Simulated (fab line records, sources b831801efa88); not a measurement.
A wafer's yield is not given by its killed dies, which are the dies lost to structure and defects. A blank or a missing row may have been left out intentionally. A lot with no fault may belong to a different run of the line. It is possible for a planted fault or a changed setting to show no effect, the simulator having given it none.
fab line records / flow gf180mcu
[record] lots = 7 wafers = 21 last_day = 33
route steps=602 shown V4@481
lots with no fault: from the same line, run without faults
start_h: hours from the record's first day to the start of the lot's first wafer shown / wait_h: time in hours since the lot's previous step / " the same as in the row above / L1.1+2: a single row standing in for several wafers / - value missing, or start not given / * or withheld: withheld / < > ~ a bound
route shown NAME@n: NAME is a module with steps in the file, n the number in the route of the first one / usual: the fault-free wafers' mean and standard deviation / same: alike in all rows / chamber/n: place in a boat / sites: the reading at each site / _std_site: their standard deviation / _edge_site: inner sites' mean taken away from outer sites' mean / radius_mm: for every site, how far away it sits from the centre of the wafer / mask NAME#n: copy n / behind: the last tool/chamber to shape the wafer / hold: cause of the lot's hold/its duration in hours/its outcome / device: whichever transistor did not switch (one of n, p or np) / end of line: tests run on the same wafers once the route is complete / a step without rows: its recipe alone / killed: dies lost to structure and defects at the first sort, not the wafer's yield / map: a wafer's dies, x killed, . not, _ none there
set.NAME: the setting that was run; set.NAME@STEP: the one run at that earlier step / model.NAME: the simulator's own value behind a step, which no gauge read
lots at some steps of the route; a table a step, a row a wafer
services: when a tool's chamber went out of use (start_h, in hours from the record's first day, below 0 if earlier), for how many hours, and the reason
[[steps]]
[step GF_V4_BOW_MEAS_05]
[recipe] mode = bow
[usual] V4_BOW = 135/7.7
lot.wafer=L906.2 tool=film_metro-01 chamber=- start_h=554.45 wait_h=0.2 V4_BOW[um]=137
lot.wafer=L906.5 tool=film_metro-01 chamber=- start_h=554.45 wait_h=0.2 V4_BOW[um]=122
lot.wafer=L906.6 tool=film_metro-01 chamber=- start_h=554.45 wait_h=0.2 V4_BOW[um]=135
lot.wafer=L909.3 tool=film_metro-01 chamber=- start_h=587.00 wait_h=0.2 V4_BOW[um]=135
lot.wafer=L909.4 tool=film_metro-01 chamber=- start_h=587.00 wait_h=0.2 V4_BOW[um]=129
lot.wafer=L909.6 tool=film_metro-01 chamber=- start_h=587.00 wait_h=0.2 V4_BOW[um]=121
lot.wafer=L913.1 tool=film_metro-01 chamber=- start_h=612.42 wait_h=0.2 V4_BOW[um]=134
lot.wafer=L913.2 tool=film_metro-01 chamber=- start_h=612.42 wait_h=0.2 V4_BOW[um]=140
lot.wafer=L913.5 tool=film_metro-01 chamber=- start_h=612.42 wait_h=0.2 V4_BOW[um]=138
lot.wafer=L914.2 tool=film_metro-01 chamber=- start_h=623.45 wait_h=0.1 V4_BOW[um]=135
lot.wafer=L914.3 tool=film_metro-01 chamber=- start_h=623.45 wait_h=0.1 V4_BOW[um]=124
lot.wafer=L914.4 tool=film_metro-01 chamber=- start_h=623.45 wait_h=0.1 V4_BOW[um]=130
lot.wafer=L915.1 tool=film_metro-04 chamber=- start_h=632.18 wait_h=0.2 V4_BOW[um]=136
lot.wafer=L915.4 tool=film_metro-04 chamber=- start_h=632.18 wait_h=0.2 V4_BOW[um]=139
lot.wafer=L915.6 tool=film_metro-04 chamber=- start_h=632.18 wait_h=0.2 V4_BOW[um]=126
lot.wafer=L918.3 tool=film_metro-01 chamber=- start_h=652.31 wait_h=0.1 V4_BOW[um]=136
lot.wafer=L918.4 tool=film_metro-01 chamber=- start_h=652.31 wait_h=0.1 V4_BOW[um]=137
lot.wafer=L918.5 tool=film_metro-01 chamber=- start_h=652.31 wait_h=0.1 V4_BOW[um]=131
lot.wafer=L923.2 tool=film_metro-03 chamber=- start_h=689.66 wait_h=0.2 V4_BOW[um]=133
lot.wafer=L923.5 tool=film_metro-03 chamber=- start_h=689.66 wait_h=0.2 V4_BOW[um]=148
lot.wafer=L923.6 tool=film_metro-03 chamber=- start_h=689.66 wait_h=0.2 V4_BOW[um]=134
[step GF_V4_DEHYDRATE_06]
[recipe] temp_c = 200 time_s = 60
[step GF_V4_HMDS_07]
[recipe] prime_time_s = 60 prime_temp_c = 120
[step GF_V4_COAT_08]
[recipe] resist = BARC temp_c = withheld time_s = withheld spin_rpm = withheld resist_thk_nm = withheld
[step GF_V4_COAT_09]
[recipe] resist = KrF spin_rpm = withheld resist_thk_nm = 1000
[step GF_V4_SOFTBAKE_10]
[recipe] temp_c = 130 time_s = 60 resist = KrF
[step GF_V4_EXPOSE_11]
[recipe] mask_id = Via4 target_cd_nm = 260 na = 0.68 source_shape = conventional sigma_outer = 0.6 dose_mj = 38
[step GF_V4_PEB_12]
[recipe] peb_temp_c = 135 peb_time_s = 90 resist = KrF
[step GF_V4_DEVELOP_13]
[recipe] develop_time_s = 60 resist = KrF dev_temp_c = 21
[step GF_V4_CD_MEAS_14]
[recipe] target_cd_nm = 260
[usual] cd_nm = 259.9/1.4
lot.wafer=L906.2 tool=cd_sem-02 chamber=- start_h=576.84 wait_h=0.1 cd_nm=261.8
lot.wafer=L906.5 tool=cd_sem-02 chamber=- start_h=576.84 wait_h=0.1 cd_nm=260.6
lot.wafer=L906.6 tool=cd_sem-02 chamber=- start_h=576.84 wait_h=0.1 cd_nm=259.3
lot.wafer=L909.3 tool=cd_sem-02 chamber=- start_h=607.78 wait_h=0.2 cd_nm=260.5
lot.wafer=L909.4 tool=cd_sem-02 chamber=- start_h=607.78 wait_h=0.2 cd_nm=261.5
lot.wafer=L909.6 tool=cd_sem-02 chamber=- start_h=607.78 wait_h=0.2 cd_nm=259.7
lot.wafer=L913.1 tool=cd_sem-01 chamber=- start_h=632.22 wait_h=0.1 cd_nm=258.0
lot.wafer=L913.2 tool=cd_sem-01 chamber=- start_h=632.22 wait_h=0.1 cd_nm=258.0
lot.wafer=L913.5 tool=cd_sem-01 chamber=- start_h=632.22 wait_h=0.1 cd_nm=257.1
lot.wafer=L914.2 tool=cd_sem-01 chamber=- start_h=643.21 wait_h=0.1 cd_nm=260.9
lot.wafer=L914.3 tool=cd_sem-01 chamber=- start_h=643.21 wait_h=0.1 cd_nm=261.1
lot.wafer=L914.4 tool=cd_sem-01 chamber=- start_h=643.21 wait_h=0.1 cd_nm=261.2
lot.wafer=L915.1 tool=cd_sem-02 chamber=- start_h=651.91 wait_h=0.1 cd_nm=260.4
lot.wafer=L915.4 tool=cd_sem-02 chamber=- start_h=651.91 wait_h=0.1 cd_nm=259.7
lot.wafer=L915.6 tool=cd_sem-02 chamber=- start_h=651.91 wait_h=0.1 cd_nm=259.8
lot.wafer=L918.3 tool=cd_sem-01 chamber=- start_h=671.68 wait_h=0.1 cd_nm=259.7
lot.wafer=L918.4 tool=cd_sem-01 chamber=- start_h=671.68 wait_h=0.1 cd_nm=259.2
lot.wafer=L918.5 tool=cd_sem-01 chamber=- start_h=671.68 wait_h=0.1 cd_nm=259.3
lot.wafer=L923.2 tool=cd_sem-01 chamber=- start_h=707.91 wait_h=0.1 cd_nm=260.6
lot.wafer=L923.5 tool=cd_sem-01 chamber=- start_h=707.91 wait_h=0.1 cd_nm=260.7
lot.wafer=L923.6 tool=cd_sem-01 chamber=- start_h=707.91 wait_h=0.1 cd_nm=261.0
[step GF_V4_OVL_MEAS_15]
[usual] V4_OVL = 0/5.4
lot.wafer=L906.2 tool=overlay-02 chamber=- start_h=576.94 wait_h=0.1 V4_OVL[nm]=-3
lot.wafer=L906.5 tool=overlay-02 chamber=- start_h=576.94 wait_h=0.1 V4_OVL[nm]=2
lot.wafer=L906.6 tool=overlay-02 chamber=- start_h=576.94 wait_h=0.1 V4_OVL[nm]=1
lot.wafer=L909.3 tool=overlay-02 chamber=- start_h=607.87 wait_h=0.1 V4_OVL[nm]=1
lot.wafer=L909.4 tool=overlay-02 chamber=- start_h=607.87 wait_h=0.1 V4_OVL[nm]=-6
lot.wafer=L909.6 tool=overlay-02 chamber=- start_h=607.87 wait_h=0.1 V4_OVL[nm]=5
lot.wafer=L913.1 tool=overlay-01 chamber=- start_h=632.34 wait_h=0.1 V4_OVL[nm]=-4
lot.wafer=L913.2 tool=overlay-01 chamber=- start_h=632.34 wait_h=0.1 V4_OVL[nm]=1
lot.wafer=L913.5 tool=overlay-01 chamber=- start_h=632.34 wait_h=0.1 V4_OVL[nm]=-6
lot.wafer=L914.2 tool=overlay-02 chamber=- start_h=643.31 wait_h=0.1 V4_OVL[nm]=2
lot.wafer=L914.3 tool=overlay-02 chamber=- start_h=643.31 wait_h=0.1 V4_OVL[nm]=-8
lot.wafer=L914.4 tool=overlay-02 chamber=- start_h=643.31 wait_h=0.1 V4_OVL[nm]=-5
lot.wafer=L915.1 tool=overlay-02 chamber=- start_h=652.03 wait_h=0.1 V4_OVL[nm]=9
lot.wafer=L915.4 tool=overlay-02 chamber=- start_h=652.03 wait_h=0.1 V4_OVL[nm]=1
lot.wafer=L915.6 tool=overlay-02 chamber=- start_h=652.03 wait_h=0.1 V4_OVL[nm]=10
lot.wafer=L918.3 tool=overlay-02 chamber=- start_h=671.77 wait_h=0.1 V4_OVL[nm]=0
lot.wafer=L918.4 tool=overlay-02 chamber=- start_h=671.77 wait_h=0.1 V4_OVL[nm]=-1
lot.wafer=L918.5 tool=overlay-02 chamber=- start_h=671.77 wait_h=0.1 V4_OVL[nm]=6
lot.wafer=L923.2 tool=overlay-02 chamber=- start_h=708.01 wait_h=0.1 V4_OVL[nm]=1
lot.wafer=L923.5 tool=overlay-02 chamber=- start_h=708.01 wait_h=0.1 V4_OVL[nm]=1
lot.wafer=L923.6 tool=overlay-02 chamber=- start_h=708.01 wait_h=0.1 V4_OVL[nm]=-5
[step GF_V4_ETCH_16]
[recipe] chemistry = N2/H2 target_depth_a = withheld overetch_a = withheld time_s = withheld target = BARC ion_energy_ev = 200 source_w = 500 bias_w = 100 pressure_mtorr = 30 n2_flow_sccm = 100 h2_flow_sccm = 200
[usual] bias_w = 99.98/0.28 chamber_pressure_mTorr = 30.001/0.029 drypump_motor_current_A = 5.7/0.39 oes_product_au = 0.856/0.0045 throttle_valve_pct = 13.225/0.0086
lot.wafer=L906.2 tool=rie_diel-01 chamber=2 start_h=576.97 wait_h=0.0 bias_w=100.56 chamber_pressure_mTorr=30.004 drypump_motor_current_A=5.7 oes_product_au=0.846 throttle_valve_pct=13.233
lot.wafer=L906.5 tool=rie_diel-01 chamber=3 start_h=576.97 wait_h=0.0 bias_w=99.34 chamber_pressure_mTorr=30.006 drypump_motor_current_A=5.1 oes_product_au=0.860 throttle_valve_pct=13.224
lot.wafer=L906.6 tool=rie_diel-01 chamber=2 start_h=576.97 wait_h=0.0 bias_w=99.82 chamber_pressure_mTorr=30.006 drypump_motor_current_A=5.7 oes_product_au=0.857 throttle_valve_pct=13.214
lot.wafer=L909.3 tool=rie_diel-01 chamber=2 start_h=607.89 wait_h=0.0 bias_w=99.75 chamber_pressure_mTorr=30.000 drypump_motor_current_A=5.8 oes_product_au=0.861 throttle_valve_pct=13.230
lot.wafer=L909.4 tool=rie_diel-01 chamber=0 start_h=607.89 wait_h=0.0 bias_w=99.80 chamber_pressure_mTorr=30.000 drypump_motor_current_A=6.5 oes_product_au=0.849 throttle_valve_pct=13.228
lot.wafer=L909.6 tool=rie_diel-01 chamber=3 start_h=607.89 wait_h=0.0 bias_w=99.75 chamber_pressure_mTorr=30.000 drypump_motor_current_A=5.1 oes_product_au=0.853 throttle_valve_pct=13.218
lot.wafer=L913.1 tool=rie_diel-04 chamber=3 start_h=632.37 wait_h=0.0 bias_w=99.66 chamber_pressure_mTorr=30.000 drypump_motor_current_A=5.6 oes_product_au=0.851 throttle_valve_pct=13.233
lot.wafer=L913.2 tool=rie_diel-04 chamber=0 start_h=632.37 wait_h=0.0 bias_w=99.86 chamber_pressure_mTorr=30.020 drypump_motor_current_A=5.4 oes_product_au=0.848 throttle_valve_pct=13.225
lot.wafer=L913.5 tool=rie_diel-04 chamber=0 start_h=632.37 wait_h=0.0 bias_w=99.89 chamber_pressure_mTorr=29.984 drypump_motor_current_A=5.4 oes_product_au=0.853 throttle_valve_pct=13.238
lot.wafer=L914.2 tool=rie_diel-04 chamber=2 start_h=643.34 wait_h=0.0 bias_w=100.11 chamber_pressure_mTorr=29.970 drypump_motor_current_A=6.1 oes_product_au=0.856 throttle_valve_pct=13.233
lot.wafer=L914.3 tool=rie_diel-04 chamber=1 start_h=643.34 wait_h=0.0 bias_w=99.93 chamber_pressure_mTorr=30.027 drypump_motor_current_A=5.8 oes_product_au=0.860 throttle_valve_pct=13.224
lot.wafer=L914.4 tool=rie_diel-04 chamber=1 start_h=643.34 wait_h=0.0 bias_w=100.24 chamber_pressure_mTorr=30.010 drypump_motor_current_A=5.8 oes_product_au=0.859 throttle_valve_pct=13.223
lot.wafer=L915.1 tool=rie_diel-01 chamber=1 start_h=652.07 wait_h=0.0 bias_w=99.56 chamber_pressure_mTorr=30.009 drypump_motor_current_A=6.0 oes_product_au=0.853 throttle_valve_pct=13.220
lot.wafer=L915.4 tool=rie_diel-01 chamber=0 start_h=652.07 wait_h=0.0 bias_w=99.46 chamber_pressure_mTorr=29.945 drypump_motor_current_A=6.5 oes_product_au=0.852 throttle_valve_pct=13.214
lot.wafer=L915.6 tool=rie_diel-01 chamber=3 start_h=652.07 wait_h=0.0 bias_w=99.98 chamber_pressure_mTorr=30.009 drypump_motor_current_A=5.1 oes_product_au=0.852 throttle_valve_pct=13.215
lot.wafer=L918.3 tool=rie_diel-04 chamber=3 start_h=671.79 wait_h=0.0 bias_w=99.98 chamber_pressure_mTorr=29.936 drypump_motor_current_A=5.6 oes_product_au=0.857 throttle_valve_pct=13.220
lot.wafer=L918.4 tool=rie_diel-04 chamber=2 start_h=671.79 wait_h=0.0 bias_w=100.14 chamber_pressure_mTorr=30.024 drypump_motor_current_A=6.0 oes_product_au=0.857 throttle_valve_pct=13.227
lot.wafer=L918.5 tool=rie_diel-04 chamber=0 start_h=671.79 wait_h=0.0 bias_w=99.18 chamber_pressure_mTorr=30.005 drypump_motor_current_A=5.4 oes_product_au=0.849 throttle_valve_pct=13.227
lot.wafer=L923.2 tool=rie_diel-03 chamber=0 start_h=708.04 wait_h=0.0 bias_w=99.63 chamber_pressure_mTorr=29.979 drypump_motor_current_A=5.7 oes_product_au=0.853 throttle_valve_pct=13.229
lot.wafer=L923.5 tool=rie_diel-03 chamber=0 start_h=708.04 wait_h=0.0 bias_w=100.05 chamber_pressure_mTorr=30.005 drypump_motor_current_A=5.8 oes_product_au=0.854 throttle_valve_pct=13.235
lot.wafer=L923.6 tool=rie_diel-03 chamber=1 start_h=708.04 wait_h=0.0 bias_w=99.89 chamber_pressure_mTorr=29.986 drypump_motor_current_A=6.3 oes_product_au=0.856 throttle_valve_pct=13.208
[step GF_V4_ETCH_17]
[recipe] chemistry = C4F8/O2/Ar mask_material = KrF target = SiO2 stop_on = TiN source_w = 1500 bias_w = 1200 pressure_mtorr = 40 c4f8_flow_sccm = withheld O2_flow_sccm = 6 Ar_flow_sccm = 300 time_s = withheld target_depth_a = 6300
[usual] bias_w = 1200/3.6 chamber_pressure_mTorr = 40.00/0.038 oes_product_au = 0.856/0.0044
lot.wafer=L906.2 tool=rie_diel-01 chamber=2 start_h=577 wait_h=- bias_w=1203 chamber_pressure_mTorr=39.97 oes_product_au=0.859
lot.wafer=L906.5 tool=rie_diel-01 chamber=3 start_h=577 wait_h=- bias_w=1197 chamber_pressure_mTorr=39.93 oes_product_au=0.861
lot.wafer=L906.6 tool=rie_diel-01 chamber=2 start_h=577 wait_h=- bias_w=1199 chamber_pressure_mTorr=40.00 oes_product_au=0.861
lot.wafer=L909.3 tool=rie_diel-01 chamber=2 start_h=607 wait_h=- bias_w=1198 chamber_pressure_mTorr=40.04 oes_product_au=0.851
lot.wafer=L909.4 tool=rie_diel-01 chamber=0 start_h=607 wait_h=- bias_w=1204 chamber_pressure_mTorr=39.94 oes_product_au=0.858
lot.wafer=L909.6 tool=rie_diel-01 chamber=3 start_h=607 wait_h=- bias_w=1203 chamber_pressure_mTorr=40.00 oes_product_au=0.851
lot.wafer=L913.1 tool=rie_diel-04 chamber=3 start_h=632 wait_h=- bias_w=- chamber_pressure_mTorr=- oes_product_au=-
lot.wafer=L913.2 tool=rie_diel-04 chamber=0 start_h=632 wait_h=- bias_w=- chamber_pressure_mTorr=- oes_product_au=-
lot.wafer=L913.5 tool=rie_diel-04 chamber=0 start_h=632 wait_h=- bias_w=- chamber_pressure_mTorr=- oes_product_au=-
lot.wafer=L914.2 tool=rie_diel-04 chamber=2 start_h=643 wait_h=- bias_w=- chamber_pressure_mTorr=- oes_product_au=-
lot.wafer=L914.3 tool=rie_diel-04 chamber=1 start_h=643 wait_h=- bias_w=- chamber_pressure_mTorr=- oes_product_au=-
lot.wafer=L914.4 tool=rie_diel-04 chamber=1 start_h=643 wait_h=- bias_w=- chamber_pressure_mTorr=- oes_product_au=-
lot.wafer=L915.1 tool=rie_diel-01 chamber=1 start_h=652 wait_h=- bias_w=- chamber_pressure_mTorr=- oes_product_au=-
lot.wafer=L915.4 tool=rie_diel-01 chamber=0 start_h=652 wait_h=- bias_w=- chamber_pressure_mTorr=- oes_product_au=-
lot.wafer=L915.6 tool=rie_diel-01 chamber=3 start_h=652 wait_h=- bias_w=- chamber_pressure_mTorr=- oes_product_au=-
lot.wafer=L918.3 tool=rie_diel-04 chamber=3 start_h=671 wait_h=- bias_w=1208 chamber_pressure_mTorr=40.02 oes_product_au=0.853
lot.wafer=L918.4 tool=rie_diel-04 chamber=2 start_h=671 wait_h=- bias_w=1196 chamber_pressure_mTorr=39.98 oes_product_au=0.855
lot.wafer=L918.5 tool=rie_diel-04 chamber=0 start_h=671 wait_h=- bias_w=1199 chamber_pressure_mTorr=40.03 oes_product_au=0.857
lot.wafer=L923.2 tool=rie_diel-03 chamber=0 start_h=708 wait_h=- bias_w=1202 chamber_pressure_mTorr=39.99 oes_product_au=0.855
lot.wafer=L923.5 tool=rie_diel-03 chamber=0 start_h=708 wait_h=- bias_w=1199 chamber_pressure_mTorr=40.04 oes_product_au=0.860
lot.wafer=L923.6 tool=rie_diel-03 chamber=1 start_h=708 wait_h=- bias_w=1200 chamber_pressure_mTorr=40.11 oes_product_au=0.853
[step GF_V4_STRIP_18]
[recipe] chemistry = O2/N2 power_w = 1400 pressure_mtorr = 1500 platen_temp_c = 250 o2_flow_sccm = 3000 n2_flow_sccm = 300 overash_fraction = 0.5
[usual] drypump_motor_current_A = 6.0/0.3 heater_power_w = 340/38 oes_product_au = 0.593/0.0044
lot.wafer=L906.2 tool=plasma_asher-02 chamber=0 start_h=577.10 wait_h=- drypump_motor_current_A=6.1 heater_power_w=331 oes_product_au=0.587 rf_hours_counter_h=77
lot.wafer=L906.5 tool=plasma_asher-02 chamber=1 start_h=577.10 wait_h=- drypump_motor_current_A=6.0 heater_power_w=374 oes_product_au=0.584 rf_hours_counter_h=-
lot.wafer=L906.6 tool=plasma_asher-02 chamber=0 start_h=577.10 wait_h=- drypump_motor_current_A=6.1 heater_power_w=320 oes_product_au=0.582 rf_hours_counter_h=-
lot.wafer=L909.3 tool=plasma_asher-03 chamber=0 start_h=608.05 wait_h=- drypump_motor_current_A=6.0 heater_power_w=297 oes_product_au=0.588 rf_hours_counter_h=-
lot.wafer=L909.4 tool=plasma_asher-03 chamber=1 start_h=608.05 wait_h=- drypump_motor_current_A=5.7 heater_power_w=312 oes_product_au=0.596 rf_hours_counter_h=-
lot.wafer=L909.6 tool=plasma_asher-03 chamber=1 start_h=608.05 wait_h=- drypump_motor_current_A=5.7 heater_power_w=314 oes_product_au=0.591 rf_hours_counter_h=-
lot.wafer=L913.1 tool=plasma_asher-03 chamber=1 start_h=632.50 wait_h=- drypump_motor_current_A=5.7 heater_power_w=323 oes_product_au=0.670 rf_hours_counter_h=53
lot.wafer=L913.2 tool=plasma_asher-03 chamber=0 start_h=632.50 wait_h=- drypump_motor_current_A=6.0 heater_power_w=282 oes_product_au=0.664 rf_hours_counter_h=53
lot.wafer=L913.5 tool=plasma_asher-03 chamber=1 start_h=632.50 wait_h=- drypump_motor_current_A=5.7 heater_power_w=315 oes_product_au=0.663 rf_hours_counter_h=-
lot.wafer=L914.2 tool=plasma_asher-03 chamber=1 start_h=643.47 wait_h=- drypump_motor_current_A=5.7 heater_power_w=314 oes_product_au=0.672 rf_hours_counter_h=54
lot.wafer=L914.3 tool=plasma_asher-03 chamber=1 start_h=643.47 wait_h=- drypump_motor_current_A=5.7 heater_power_w=322 oes_product_au=0.673 rf_hours_counter_h=-
lot.wafer=L914.4 tool=plasma_asher-03 chamber=0 start_h=643.47 wait_h=- drypump_motor_current_A=6.0 heater_power_w=292 oes_product_au=0.673 rf_hours_counter_h=-
lot.wafer=L915.1 tool=plasma_asher-01 chamber=0 start_h=652.20 wait_h=- drypump_motor_current_A=6.5 heater_power_w=378 oes_product_au=0.668 rf_hours_counter_h=105
lot.wafer=L915.4 tool=plasma_asher-01 chamber=0 start_h=652.20 wait_h=- drypump_motor_current_A=6.5 heater_power_w=381 oes_product_au=0.666 rf_hours_counter_h=-
lot.wafer=L915.6 tool=plasma_asher-01 chamber=1 start_h=652.20 wait_h=- drypump_motor_current_A=5.6 heater_power_w=373 oes_product_au=0.670 rf_hours_counter_h=-
lot.wafer=L918.3 tool=plasma_asher-03 chamber=0 start_h=671.95 wait_h=- drypump_motor_current_A=6.0 heater_power_w=287 oes_product_au=0.603 rf_hours_counter_h=-
lot.wafer=L918.4 tool=plasma_asher-03 chamber=1 start_h=671.95 wait_h=- drypump_motor_current_A=5.7 heater_power_w=309 oes_product_au=0.594 rf_hours_counter_h=-
lot.wafer=L918.5 tool=plasma_asher-03 chamber=0 start_h=671.95 wait_h=- drypump_motor_current_A=6.0 heater_power_w=297 oes_product_au=0.585 rf_hours_counter_h=-
lot.wafer=L923.2 tool=plasma_asher-03 chamber=1 start_h=708.17 wait_h=- drypump_motor_current_A=5.7 heater_power_w=320 oes_product_au=0.593 rf_hours_counter_h=59
lot.wafer=L923.5 tool=plasma_asher-03 chamber=0 start_h=708.17 wait_h=- drypump_motor_current_A=6.0 heater_power_w=296 oes_product_au=0.600 rf_hours_counter_h=-
lot.wafer=L923.6 tool=plasma_asher-03 chamber=1 start_h=708.17 wait_h=- drypump_motor_current_A=5.7 heater_power_w=316 oes_product_au=0.603 rf_hours_counter_h=-
[step GF_V4_STRIP_19]
[recipe] chemistry = post_etch_residue_remover time_s = 1200 temp_c = 72.5
[[services]]
tool=plasma_asher-03 chamber=- start_h=559.54 hours=3.3 kind=repair
tool=plasma_asher-01 chamber=- start_h=567.40 hours=2.2 kind=repair
tool=rie_diel-01 chamber=3 start_h=581.42 hours=2.5 kind=repair
tool=rie_diel-01 chamber=- start_h=585.93 hours=0.7 kind=repair
tool=rie_diel-04 chamber=0 start_h=587.92 hours=4.9 kind=repair
tool=rie_diel-01 chamber=1 start_h=600.09 hours=9.6 kind=repair
tool=rie_diel-04 chamber=0 start_h=606.90 hours=4.9 kind=repair
tool=rie_diel-04 chamber=- start_h=612.33 hours=0.7 kind=repair
tool=rie_diel-04 chamber=3 start_h=638.39 hours=10.7 kind=repair
tool=rie_diel-04 chamber=2 start_h=666.06 hours=1.4 kind=repair
tool=rie_diel-04 chamber=2 start_h=676.96 hours=13.1 kind=repair
tool=plasma_asher-02 chamber=- start_h=678.67 hours=2.5 kind=repair
tool=plasma_asher-03 chamber=- start_h=683.28 hours=5.1 kind=repair
tool=plasma_asher-03 chamber=- start_h=693.90 hours=7.5 kind=repair
[[key]]
[first_sign] step = GF_V4_ETCH_17 reading = tool_record direction = missing
[effect] step = GF_V4_STRIP_18 reading = oes_product_au direction = up sigmas = 17 usual = 0.593 struck = 0.669
met_at GF_V4_ETCH_17
struck_wafers L913.1,L913.2,L913.5,L914.2,L914.3,L914.4,L915.1,L915.4,L915.6
later_rows_left_out L913.1,L913.2,L913.5,L914.2,L914.3,L914.4,L915.1,L915.4,L915.6
sort_left_out L913.1,L913.2,L913.5,L914.2,L914.3,L914.4,L915.1,L915.4,L915.6
onset_between 607 632
[fault] kind = skipped_step_whole tool = rie_diel-01,rie_diel-04 chamber = - onset_h = 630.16 steps = GF_V4_ETCH_17 scope = struck_lots_only
// sort_left_out: the simulated sort isn't trusted on such a fault, so these wafers' sort isn't shown, and their yield isn't known
// later_rows_left_out: the simulator's readings of these wafers behind a module that went badly wrong aren't trusted and aren't shown, but for the sort
